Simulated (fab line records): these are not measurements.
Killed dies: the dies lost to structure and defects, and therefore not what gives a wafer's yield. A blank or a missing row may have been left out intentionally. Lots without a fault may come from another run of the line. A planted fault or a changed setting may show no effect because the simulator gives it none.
One fault through the eyes of 2 desks / flow sky130 / each desk has only its own numbers; what lay behind them comes last

## THE METROLOGY DESK
Means of the sampled wafers that have a number, per lot and without regard to the tool the lot ran on: this is what the gauges read. The brackets show how far a lot's mean lies from the usual mean; more than 4 standard deviations puts the lot out of limits, marked OUT.
Columns: A = cd nm at SKY_VIA3_CD_MEAS_12, usual 199.9 nm
lot=L478; first seen here=day 39 07:02; A=203.1
lot=L480; first seen here=day 40 08:58; A=200.4
lot=L481; first seen here=day 40 15:50; A=199.8
lot=L482; first seen here=day 40 22:44; A=201.4
lot=L483; first seen here=day 41 06:56; A=199.8
lot=L484; first seen here=day 41 13:43; A=200.2
lot=L485; first seen here=day 42 03:32; A=198.2
lot=L488; first seen here=day 42 22:56; A=201.2
lot=L489; first seen here=day 43 00:52; A=199.8
lot=L490; first seen here=day 43 10:02; A=198.8
lot=L491; first seen here=day 43 17:23; A=198.6
lot=L496; first seen here=day 44 20:28; A=199.8
This desk's finding: nothing out of limits on any of the 12 lots.

## THE TOOL OWNER'S DESK: pecvd-04
The tool's own readings at SKY_CAP2M_CVD_00 (deposits SiO2, target thk 15.5 nm): means of the sampled wafers that have a number, for each lot that ran on this tool. The brackets show how far a lot's mean lies from the usual mean; more than 4 standard deviations puts the lot out of limits, marked OUT.
Columns: A = heater power w at SKY_CAP2M_CVD_00, usual 735 W
lot=L481; first seen here=day 40 17:33; A=729
lot=L485; first seen here=day 42 05:15; A=758
lot=L489; first seen here=day 43 02:32; A=773
lot=L490; first seen here=day 43 11:39; A=747
lot=L491; first seen here=day 43 19:15; A=777
lot=L496; first seen here=day 44 22:06; A=687
This desk's finding: nothing out of limits on any of the 6 lots.

## PUT TOGETHER
The metrology desk saw nothing out of limits.
Nothing out of limits was seen by the tool owner's desk.

## WHAT THE SIMULATOR HAD INSERTED
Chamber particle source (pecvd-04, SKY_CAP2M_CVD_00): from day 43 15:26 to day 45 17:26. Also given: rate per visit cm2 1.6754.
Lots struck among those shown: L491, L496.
